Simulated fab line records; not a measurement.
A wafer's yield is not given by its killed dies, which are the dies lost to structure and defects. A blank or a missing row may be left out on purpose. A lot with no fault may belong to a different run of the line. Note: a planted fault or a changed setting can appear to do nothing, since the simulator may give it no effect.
Which tool did it? / flow sky130 / 33 wafers from 11 lots sampled at 2 of the route's 708 steps

== WHAT THE GAUGES READ, wafer by wafer ==
SKY_POLY_GATE_THK_MEAS_01.
lot=L235; measured=day 15 05:58; on=film metro-01; POLY_GATE_CVD_00_THK (nm)=182.1 180.7 183.9
lot=L238; measured=day 16 01:37; on=film metro-04; POLY_GATE_CVD_00_THK (nm)=161.8 163.1 161.7
lot=L240; measured=day 16 20:09; on=film metro-04; POLY_GATE_CVD_00_THK (nm)=162.4 162.9 162.7
lot=L247; measured=day 19 11:17; on=film metro-04; POLY_GATE_CVD_00_THK (nm)=181.5 183.1 180.2
lot=L248; measured=day 19 20:06; on=film metro-04; POLY_GATE_CVD_00_THK (nm)=182.6 182.8 186.7
lot=L249; measured=day 20 07:32; on=film metro-02; POLY_GATE_CVD_00_THK (nm)=180.5 180.5 181.4
lot=L250; measured=day 20 21:43; on=film metro-02; POLY_GATE_CVD_00_THK (nm)=179.4 180.4 179.5
lot=L251; measured=day 21 01:35; on=film metro-04; POLY_GATE_CVD_00_THK (nm)=183.0 183.8 182.7
lot=L252; measured=day 21 05:47; on=film metro-04; POLY_GATE_CVD_00_THK (nm)=182.6 181.3 182.3
lot=L253; measured=day 21 15:46; on=film metro-04; POLY_GATE_CVD_00_THK (nm)=180.5 181.0 180.0
lot=L254; measured=day 21 21:48; on=film metro-04; POLY_GATE_CVD_00_THK (nm)=182.1 183.2 182.4

== WHICH TOOL RAN EACH LOT (tool, then ch and the chambers of the sampled wafers, then the start) ==
lot=L235; SKY_POLY_GATE_CVD_00=lpcvd-01 ch 1, day 15 04:46
lot=L238; SKY_POLY_GATE_CVD_00=lpcvd-01 ch 0, day 16 00:25
lot=L240; SKY_POLY_GATE_CVD_00=lpcvd-01 ch 0, day 16 18:56
lot=L247; SKY_POLY_GATE_CVD_00=lpcvd-01 ch 1, day 19 10:05
lot=L248; SKY_POLY_GATE_CVD_00=lpcvd-01 ch 0, day 19 18:53
lot=L249; SKY_POLY_GATE_CVD_00=lpcvd-01 ch 1, day 20 06:19
lot=L250; SKY_POLY_GATE_CVD_00=lpcvd-01 ch 0, day 20 20:31
lot=L251; SKY_POLY_GATE_CVD_00=lpcvd-01 ch 1, day 21 00:22
lot=L252; SKY_POLY_GATE_CVD_00=lpcvd-01 ch 0, day 21 04:35
lot=L253; SKY_POLY_GATE_CVD_00=lpcvd-01 ch 1, day 21 13:02
lot=L254; SKY_POLY_GATE_CVD_00=lpcvd-01 ch 0, day 21 19:05
- SKY_POLY_GATE_CVD_00: deposits poly-Si, target thk 180 nm, time 720 s.

== THE ANSWER, worked out from the rows above alone ==
Rule: usual is defined by the lots themselves. The widest of any qualifying gaps counts: lots, ordered by their means at a reading, are off when they make up no more than a third of the lots, leave a main group of 4 or more, and stand apart from it by 3 or more times the standard deviation of that group's means. A main group is skipped when, at the precision printed for the reading in the tables above, its means are all equal. A lot without any number at a reading at which 4 lots or more have one is off too. The other lots that the step has rows for count as sound.
Off: at SKY_POLY_GATE_THK_MEAS_01 (POLY_GATE_CVD_00_THK), L238, L240. For the main group the mean is 181.9 nm and the standard deviation 1.3.
A tool fits if, at a process step before that reading, it ran every lot that is off, and no sound lot after the first of them. The gauges at SKY_POLY_GATE_THK_MEAS_01 are tried like those tools. None of those tried fits.

== WHAT HAD BEEN PUT IN BY THE SIMULATOR ==
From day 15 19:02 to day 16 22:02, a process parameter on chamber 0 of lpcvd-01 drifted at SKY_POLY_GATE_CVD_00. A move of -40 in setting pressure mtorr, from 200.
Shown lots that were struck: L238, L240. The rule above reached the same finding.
